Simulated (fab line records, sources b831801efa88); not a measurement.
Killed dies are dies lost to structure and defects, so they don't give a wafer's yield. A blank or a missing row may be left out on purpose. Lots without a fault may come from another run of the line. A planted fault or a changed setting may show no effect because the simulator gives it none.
fab line records | flow sky130
record lots=24 wafers=72 last_day=50
route steps=708 shown FIELD_ISO@5 POLY_GATE@227 METAL2@486 VIA3@574 METAL4@602
lots that met no fault: from a run of the same line without faults
start_h: hours from the record's first day to the start of the lot's first wafer shown | wait_h: hours since the lot's step before | " the same as in the row above | L1.1+2: a row that stands for several wafers | - no value, or no start given | * or withheld: withheld | < > ~ a bound
route shown NAME@n: a module of which the file shows steps, and the number in the route of the first | usual: mean/standard deviation of fault-free wafers | same: alike in all rows | chamber/n: place in a boat | sites: the reading at each site | _std_site: their standard deviation | _edge_site: outer sites' mean less inner sites' | radius_mm: how far each site lies from the wafer's centre | mask NAME#n: copy n | behind: the tool/chamber that last shaped the wafer | hold: why the lot was held/for how many hours/how that ended | device: the transistor (n, p or np) that didn't switch | end of line: the same wafers' tests at the end of the route | a step without rows: its recipe alone | killed: dies lost to structure and defects at the first sort, not the wafer's yield | map: a wafer's dies, x killed, . not, _ none there
set.NAME: the setting as run; set.NAME@STEP: as run at that earlier step | model.NAME: the simulator's own value behind a step, which no gauge read
steps of the route over a sample of lots; a table a step, a row a wafer
services: from which hour (start_h, from the record's first day; less than 0 if before it) a tool's chamber was out of use, for how many hours, and why
## steps
# step SKY_FIELD_ISO_THK_MEAS_04
# recipe reads=Si3N4_of_FIELD_ISO_CVD_03
# usual FIELD_ISO_CVD_03_THK=160.6/1.5
# columns lot.wafer tool chamber start_h wait_h FIELD_ISO_CVD_03_THK[nm]
L074.2 film_metro-02 - 14.92 0.0 160.0
L074.3 " - " " 158.5
L074.5 " - " " 159.6
L075.2 film_metro-02 - 19.27 0.0 160.5
L075.3 " - " " 159.9
L075.4 " - " " 160.4
L076.1 film_metro-03 - 23.92 0.0 161.6
L076.5 " - " " 161.5
L076.6 " - " " 161.7
L077.2 film_metro-01 - 28.49 0.0 161.2
L077.5 " - " " 161.2
L077.6 " - " " 160.5
L078.2 film_metro-02 - 34.59 0.0 161.1
L078.3 " - " " 161.3
L078.4 " - " " 161.9
L079.1 film_metro-01 - 38.87 0.0 159.7
L079.2 " - " " 160.6
L079.6 " - " " 159.8
L080.2 film_metro-01 - 43.95 0.0 162.5
L080.4 " - " " 163.8
L080.6 " - " " 161.1
L081.2 film_metro-01 - 48.49 0.0 158.3
L081.3 " - " " 160.1
L081.4 " - " " 159.6
L082.3 film_metro-03 - 54.42 0.0 158.5
L082.4 " - " " 159.1
L082.5 " - " " 158.0
L083.3 film_metro-01 - 58.53 0.0 161.0
L083.4 " - " " 162.4
L083.6 " - " " 161.4
L084.1 film_metro-03 - 63.48 0.0 158.1
L084.2 " - " " 159.5
L084.5 " - " " 158.0
L085.1 film_metro-01 - 71.42 0.0 159.7
L085.3 " - " " 158.2
L085.6 " - " " 160.5
L086.1 film_metro-03 - 76.36 0.0 158.4
L086.2 " - " " 158.4
L086.6 " - " " 158.2
L087.2 film_metro-02 - 80.72 0.0 162.8
L087.3 " - " " 162.2
L087.5 " - " " 162.5
L088.1 film_metro-01 - 83.54 0.0 159.9
L088.5 " - " " 158.5
L088.6 " - " " 160.7
L089.2 film_metro-01 - 88.49 0.0 158.5
L089.4 " - " " 158.4
L089.5 " - " " 159.1
L090.4 film_metro-03 - 93.92 0.1 160.0
L090.5 " - " " 160.8
L090.6 " - " " 160.9
L091.1 film_metro-02 - 99.14 0.0 160.3
L091.2 " - " " 160.8
L091.6 " - " " 160.3
L092.4 film_metro-01 - 104.46 0.1 161.4
L092.5 " - " " 161.2
L092.6 " - " " 161.8
L093.2 film_metro-01 - 109.68 0.0 162.3
L093.3 " - " " 161.1
L093.4 " - " " 161.3
L094.1 film_metro-03 - 114.33 0.0 163.1
L094.3 " - " " 163.1
L094.6 " - " " 162.5
L095.1 film_metro-01 - 121.69 0.0 162.4
L095.5 " - " " 161.8
L095.6 " - " " 162.3
L096.1 film_metro-03 - 126.86 0.0 162.5
L096.4 " - " " 161.7
L096.5 " - " " 162.2
L097.1 film_metro-02 - 129.85 0.0 161.2
L097.2 " - " " 162.4
L097.5 " - " " 161.7
# step SKY_POLY_GATE_CD_MEAS_13
# recipe target_cd_nm=150
# usual cd_nm=149.7/1.1
# columns lot.wafer tool chamber start_h wait_h cd_nm
L074.2 cd_sem-02 - 364.85 - 149.5
L074.3 " - " " 150.0
L074.5 " - " " 149.1
L075.2 cd_sem-01 - 379.30 - 151.4
L075.3 " - " " 151.8
L075.4 " - " " 151.5
L076.1 cd_sem-02 - 384.03 - 151.2
L076.5 " - " " 149.9
L076.6 " - " " 149.8
L077.2 cd_sem-01 - 394.17 - 148.5
L077.5 " - " " 148.8
L077.6 " - " " 147.8
L078.2 cd_sem-01 - 405.40 - 149.6
L078.3 " - " " 151.2
L078.4 " - " " 148.8
L079.1 cd_sem-02 - 413.58 - 151.7
L079.2 " - " " 151.0
L079.6 " - " " 152.2
L080.2 cd_sem-02 - 418.87 - 152.0
L080.4 " - " " 150.8
L080.6 " - " " 150.9
L081.2 cd_sem-02 - 421.15 - 150.3
L081.3 " - " " 149.6
L081.4 " - " " 149.2
L082.3 cd_sem-02 - 438.72 - 148.6
L082.4 " - " " 148.6
L082.5 " - " " 149.4
L083.3 cd_sem-01 - 444.27 - 149.1
L083.4 " - " " 149.4
L083.6 " - " " 148.4
L084.1 cd_sem-01 - 458.45 - 148.2
L084.2 " - " " 149.9
L084.5 " - " " 149.2
L085.1 cd_sem-01 - 470.90 - 148.9
L085.3 " - " " 149.0
L085.6 " - " " 149.4
L086.1 cd_sem-02 - 480.83 - 152.0
L086.2 " - " " 150.2
L086.6 " - " " 150.5
L088.1 cd_sem-01 - 526.48 - 148.7
L088.5 " - " " 147.6
L088.6 " - " " 148.2
L087.2 cd_sem-01 - 528.60 - 149.5
L087.3 " - " " 149.1
L087.5 " - " " 150.5
L089.2 cd_sem-02 - 528.95 - 149.5
L089.4 " - " " 149.1
L089.5 " - " " 149.5
L090.4 cd_sem-01 - 529.01 - 149.0
L090.5 " - " " 149.6
L090.6 " - " " 150.2
L092.4 cd_sem-01 - 531.46 - 150.6
L092.5 " - " " 152.4
L092.6 " - " " 150.4
L091.1 cd_sem-01 - 532.05 - 149.8
L091.2 " - " " 150.7
L091.6 " - " " 149.7
L093.2 cd_sem-02 - 536.95 - 148.9
L093.3 " - " " 149.2
L093.4 " - " " 149.5
L094.1 cd_sem-02 - 550.63 - 149.2
L094.3 " - " " 148.7
L094.6 " - " " 148.5
L095.1 cd_sem-01 - 581.00 - 149.9
L095.5 " - " " 148.6
L095.6 " - " " 149.4
L096.1 cd_sem-01 - 581.35 - 149.5
L096.4 " - " " 149.2
L096.5 " - " " 150.3
L097.1 cd_sem-02 - 581.43 - 148.8
L097.2 " - " " 150.4
L097.5 " - " " 149.4
# step SKY_METAL2_SPUTTER_03
# recipe material=Ti target_thk_nm=5 power_w=3000 time_s=3.3 chamber_pressure_pa=0.4
# usual throttle_valve_pct=30.6/1.1
# columns lot.wafer tool chamber start_h wait_h throttle_valve_pct
L074.2 pvd_sputter-03 - 786.76 0.0 31.1
L074.3 " - " " 29.6
L074.5 " - " " 31.0
L077.2 pvd_sputter-03 - 815.55 0.0 29.2
L077.5 " - " " 29.8
L077.6 " - " " 29.3
L075.2 pvd_sputter-03 - 816.34 0.0 29.1
L075.3 " - " " 29.9
L075.4 " - " " 30.9
L076.1 pvd_sputter-02 - 817.14 0.0 31.9
L076.5 " - " " 32.1
L076.6 " - " " 29.4
L078.2 pvd_sputter-03 - 827.53 0.0 29.6
L078.3 " - " " 29.3
L078.4 " - " " 29.4
L079.1 pvd_sputter-03 - 829.55 0.0 31.3
L079.2 " - " " 29.7
L079.6 " - " " 29.3
L080.2 pvd_sputter-02 - 837.70 0.0 31.9
L080.4 " - " " 31.6
L080.6 " - " " 29.3
L081.2 pvd_sputter-02 - 839.77 0.0 32.3
L081.3 " - " " 31.5
L081.4 " - " " 30.0
L082.3 pvd_sputter-03 - 854.18 0.0 29.5
L082.4 " - " " 29.4
L082.5 " - " " 29.2
L083.3 pvd_sputter-02 - 859.00 0.0 32.0
L083.4 " - " " 32.1
L083.6 " - " " 31.6
L084.1 pvd_sputter-01 - 873.10 0.0 32.5
L084.2 " - " " 30.4
L084.5 " - " " 30.7
L085.1 pvd_sputter-02 - 882.85 0.0 30.0
L085.3 " - " " 31.5
L085.6 " - " " 31.8
L086.1 pvd_sputter-02 - 887.46 0.0 31.4
L086.2 " - " " 30.0
L086.6 " - " " 31.7
L088.1 pvd_sputter-01 - 927.85 0.0 32.4
L088.5 " - " " 30.3
L088.6 " - " " 30.7
L087.2 pvd_sputter-01 - 929.97 0.0 32.6
L087.3 " - " " 31.3
L087.5 " - " " 31.5
L090.4 pvd_sputter-01 - 931.58 0.0 30.4
L090.5 " - " " 30.8
L090.6 " - " " 32.4
L092.4 pvd_sputter-01 - 932.84 0.0 30.6
L092.5 " - " " 30.7
L092.6 " - " " 30.8
L089.2 pvd_sputter-01 - 933.17 0.0 30.5
L089.4 " - " " 31.2
L089.5 " - " " 31.0
L091.1 pvd_sputter-03 - 933.77 0.0 29.2
L091.2 " - " " 29.8
L091.6 " - " " 29.2
L093.2 pvd_sputter-02 - 935.48 0.0 30.4
L093.3 " - " " 32.1
L093.4 " - " " 29.7
L094.1 pvd_sputter-02 - 946.18 0.0 31.5
L094.3 " - " " 30.0
L094.6 " - " " 31.8
L096.1 pvd_sputter-03 - 972.10 0.0 29.0
L096.4 " - " " 29.1
L096.5 " - " " 29.4
L095.1 pvd_sputter-02 - 973.86 0.0 30.3
L095.5 " - " " 32.2
L095.6 " - " " 29.6
L097.1 pvd_sputter-02 - 975.86 0.0 29.3
L097.2 " - " " 32.1
L097.5 " - " " 31.8
# step SKY_METAL2_THK_MEAS_06
# recipe thk_meas_gauge=xrf reads=AlCu_of_METAL2_SPUTTER_02
# usual METAL2_ALCU_THK=248.0/2.4
# columns lot.wafer tool chamber start_h wait_h METAL2_ALCU_THK[nm]
L074.2 film_metro-02 - 786.96 0.1 246.9
L074.3 " - " " 251.4
L074.5 " - " " 252.8
L077.2 film_metro-04 - 815.74 0.1 246.5
L077.5 " - " " 246.7
L077.6 " - " " 247.3
L075.2 film_metro-02 - 816.53 0.1 249.3
L075.3 " - " " 249.8
L075.4 " - " " 246.2
L076.1 film_metro-02 - 817.32 0.1 250.4
L076.5 " - " " 252.7
L076.6 " - " " 249.9
L078.2 film_metro-04 - 827.73 0.1 249.2
L078.3 " - " " 246.6
L078.4 " - " " 247.5
L079.1 film_metro-02 - 829.74 0.1 248.5
L079.2 " - " " 248.6
L079.6 " - " " 250.6
L080.2 film_metro-04 - 837.90 0.1 249.2
L080.4 " - " " 248.6
L080.6 " - " " 249.2
L081.2 film_metro-04 - 839.97 0.1 245.5
L081.3 " - " " 242.8
L081.4 " - " " 244.0
L082.3 film_metro-01 - 854.39 0.1 244.7
L082.4 " - " " 246.6
L082.5 " - " " 244.5
L083.3 film_metro-04 - 859.21 0.1 246.8
L083.4 " - " " 245.4
L083.6 " - " " 246.1
L084.1 film_metro-04 - 873.29 0.1 250.9
L084.2 " - " " 252.4
L084.5 " - " " 252.1
L085.1 film_metro-01 - 883.03 0.1 243.0
L085.3 " - " " 245.7
L085.6 " - " " 243.7
L086.1 film_metro-01 - 887.65 0.1 248.5
L086.2 " - " " 249.8
L086.6 " - " " 243.4
L088.1 film_metro-01 - 928.03 0.1 246.9
L088.5 " - " " 245.6
L088.6 " - " " 247.7
L087.2 film_metro-02 - 930.17 0.1 250.2
L087.3 " - " " 249.4
L087.5 " - " " 252.4
L090.4 film_metro-04 - 931.80 0.1 247.1
L090.5 " - " " 249.3
L090.6 " - " " 249.1
L092.4 film_metro-01 - 933.06 0.1 251.5
L092.5 " - " " 248.1
L092.6 " - " " 249.4
L089.2 film_metro-02 - 933.37 0.1 246.5
L089.4 " - " " 249.6
L089.5 " - " " 250.1
L091.1 film_metro-02 - 933.96 0.1 249.7
L091.2 " - " " 249.5
L091.6 " - " " 248.9
L093.2 film_metro-02 - 935.68 0.1 250.7
L093.3 " - " " 253.0
L093.4 " - " " 253.1
L094.1 film_metro-01 - 946.37 0.1 249.5
L094.3 " - " " 248.5
L094.6 " - " " 247.5
L096.1 film_metro-02 - 972.28 0.1 243.9
L096.4 " - " " 244.6
L096.5 " - " " 246.9
L095.1 film_metro-04 - 974.05 0.1 249.6
L095.5 " - " " 247.5
L095.6 " - " " 249.8
L097.1 film_metro-01 - 976.05 0.1 245.6
L097.2 " - " " 247.1
L097.5 " - " " 250.3
# step SKY_VIA3_THK_MEAS_01
# recipe reads=SiO2_of_VIA3_HDPCVD_00
# usual VIA3_HDPCVD_THK=1629/17
# columns lot.wafer tool chamber start_h wait_h VIA3_HDPCVD_THK[nm]
L074.2 film_metro-04 - 896.53 0.1 1641
L074.3 " - " " 1602
L074.5 " - " " 1628
L075.2 film_metro-04 - 925.16 0.1 1627
L075.3 " - " " 1637
L075.4 " - " " 1629
L077.2 film_metro-02 - 926.14 0.1 1632
L077.5 " - " " 1617
L077.6 " - " " 1619
L076.1 film_metro-04 - 926.97 0.1 1627
L076.5 " - " " 1618
L076.6 " - " " 1638
L078.2 film_metro-04 - 936.68 0.1 1628
L078.3 " - " " 1625
L078.4 " - " " 1606
L079.1 film_metro-03 - 937.45 0.1 1633
L079.2 " - " " 1613
L079.6 " - " " 1631
L080.2 film_metro-02 - 945.27 0.1 1621
L080.4 " - " " 1629
L080.6 " - " " 1651
L081.2 film_metro-02 - 947.63 0.1 1627
L081.3 " - " " 1604
L081.4 " - " " 1596
L082.3 film_metro-04 - 961.54 0.1 1627
L082.4 " - " " 1629
L082.5 " - " " 1620
L083.3 film_metro-02 - 963.81 0.1 1606
L083.4 " - " " 1612
L083.6 " - " " 1615
L084.1 film_metro-03 - 977.95 0.1 1667
L084.2 " - " " 1660
L084.5 " - " " 1662
L085.1 film_metro-03 - 985.80 0.1 1600
L085.3 " - " " 1594
L085.6 " - " " 1623
L086.1 film_metro-02 - 989.09 0.1 1630
L086.2 " - " " 1641
L086.6 " - " " 1633
L088.1 film_metro-04 - 1028.10 0.1 1649
L088.5 " - " " 1671
L088.6 " - " " 1651
L087.2 film_metro-02 - 1030.39 0.1 1645
L087.3 " - " " 1637
L087.5 " - " " 1649
L090.4 film_metro-02 - 1031.46 0.0 1600
L090.5 " - " " 1621
L090.6 " - " " 1596
L092.4 film_metro-03 - 1032.33 0.0 1630
L092.5 " - " " 1656
L092.6 " - " " 1631
L089.2 film_metro-02 - 1033.42 0.1 1610
L089.4 " - " " 1610
L089.5 " - " " 1618
L091.1 film_metro-03 - 1033.95 0.1 1622
L091.2 " - " " 1622
L091.6 " - " " 1610
L093.2 film_metro-04 - 1035.51 0.1 1622
L093.3 " - " " 1640
L093.4 " - " " 1624
L094.1 film_metro-03 - 1042.13 0.1 1641
L094.3 " - " " 1661
L094.6 " - " " 1634
L096.1 film_metro-04 - 1066.63 0.1 1615
L096.4 " - " " 1616
L096.5 " - " " 1621
L095.1 film_metro-03 - 1069.03 0.2 1643
L095.5 " - " " 1624
L095.6 " - " " 1646
L097.1 film_metro-03 - 1070.15 0.2 1630
L097.2 " - " " 1606
L097.5 " - " " 1630
# step SKY_METAL4_SPUTTER_04
# recipe material=TiN target_thk_nm=70 power_w=6500 time_s=58.3 chamber_pressure_pa=0.4
# usual throttle_valve_pct=30.7/1
# columns lot.wafer tool chamber start_h wait_h throttle_valve_pct
L074.2 pvd_sputter-02 - 923.40 0.0 30.4
L074.3 " - " " 31.8
L074.5 " - " " 29.4
L075.2 pvd_sputter-02 - 950.81 0.0 29.4
L075.3 " - " " 31.3
L075.4 " - " " 32.2
L077.2 pvd_sputter-02 - 952.55 0.0 31.5
L077.5 " - " " 29.4
L077.6 " - " " 32.0
L076.1 pvd_sputter-01 - 953.17 0.0 30.3
L076.5 " - " " 30.3
L076.6 " - " " 30.4
L078.2 pvd_sputter-04 - 962.89 0.0 29.7
L078.3 " - " " 29.1
L078.4 " - " " 30.5
L079.1 pvd_sputter-02 - 964.09 0.0 32.2
L079.2 " - " " 29.3
L079.6 " - " " 31.7
L080.2 pvd_sputter-01 - 970.72 0.0 30.3
L080.4 " - " " 30.4
L080.6 " - " " 32.4
L081.2 pvd_sputter-01 - 973.97 0.0 30.5
L081.3 " - " " 31.4
L081.4 " - " " 32.3
L082.3 pvd_sputter-02 - 987.49 0.0 31.9
L082.4 " - " " 32.0
L082.5 " - " " 32.0
L083.3 pvd_sputter-04 - 988.99 0.0 31.3
L083.4 " - " " 30.3
L083.6 " - " " 31.0
L084.1 pvd_sputter-02 - 1003.21 0.0 31.5
L084.2 " - " " 29.7
L084.5 " - " " 29.2
L085.1 pvd_sputter-02 - 1011.40 0.0 31.6
L085.3 " - " " 29.5
L085.6 " - " " 31.9
L086.1 pvd_sputter-04 - 1014.37 0.0 31.0
L086.2 " - " " 30.1
L086.6 " - " " 30.0
L088.1 pvd_sputter-01 - 1052.46 0.0 31.3
L088.5 " - " " 32.2
L088.6 " - " " 31.2
L087.2 pvd_sputter-01 - 1054.31 0.0 30.6
L087.3 " - " " 32.5
L087.5 " - " " 30.2
L090.4 pvd_sputter-01 - 1055.85 0.0 30.4
L090.5 " - " " 30.5
L090.6 " - " " 32.4
L092.4 pvd_sputter-04 - 1056.15 0.0 31.3
L092.5 " - " " 29.1
L092.6 " - " " 30.3
L089.2 pvd_sputter-02 - 1057.50 0.0 30.2
L089.4 " - " " 31.6
L089.5 " - " " 30.1
L091.1 pvd_sputter-02 - 1058.15 0.0 31.4
L091.2 " - " " 30.3
L091.6 " - " " 30.0
L093.2 pvd_sputter-01 - 1059.15 0.0 32.6
L093.3 " - " " 31.4
L093.4 " - " " 30.4
L094.1 pvd_sputter-01 - 1065.55 0.0 31.3
L094.3 " - " " 32.5
L094.6 " - " " 30.3
L096.1 pvd_sputter-04 - 1089.27 0.0 29.1
L096.4 " - " " 29.9
L096.5 " - " " 30.3
L095.1 pvd_sputter-04 - 1092.21 0.0 31.1
L095.5 " - " " 31.1
L095.6 " - " " 30.6
L097.1 pvd_sputter-04 - 1093.21 0.0 28.8
L097.2 " - " " 31.3
L097.5 " - " " 30.6
## services
# columns tool chamber start_h hours kind
pvd_sputter-04 3 765.46 - consumable_replace:kit
pvd_sputter-04 3 765.46 18.0 scheduled_down
pvd_sputter-04 3 765.46 18.0 vent_cycle
pvd_sputter-04 - 765.86 0.5 repair
pvd_sputter-03 1 795.71 - consumable_replace:kit
pvd_sputter-03 1 795.71 18.0 scheduled_down
pvd_sputter-03 1 795.71 18.0 vent_cycle
pvd_sputter-02 - 803.55 0.5 repair
pvd_sputter-02 2 847.13 - consumable_replace:kit
pvd_sputter-02 2 847.13 18.0 scheduled_down
pvd_sputter-02 2 847.13 18.0 vent_cycle
pvd_sputter-02 - 961.41 1.0 repair
pvd_sputter-04 2 995.46 - consumable_replace:kit
pvd_sputter-04 2 995.46 18.0 scheduled_down
pvd_sputter-04 - 1003.23 9.5 repair
pvd_sputter-02 1 1024.09 - consumable_replace:kit
pvd_sputter-02 1 1024.09 18.0 scheduled_down
pvd_sputter-02 1 1024.09 18.0 vent_cycle
pvd_sputter-04 - 1027.26 2.3 repair
pvd_sputter-04 - 1042.01 5.0 repair
pvd_sputter-03 0 1042.15 - consumable_replace:kit
pvd_sputter-03 0 1042.15 18.0 scheduled_down
pvd_sputter-03 0 1042.15 18.0 vent_cycle
pvd_sputter-03 - 1059.42 3.0 repair
## key
fault none
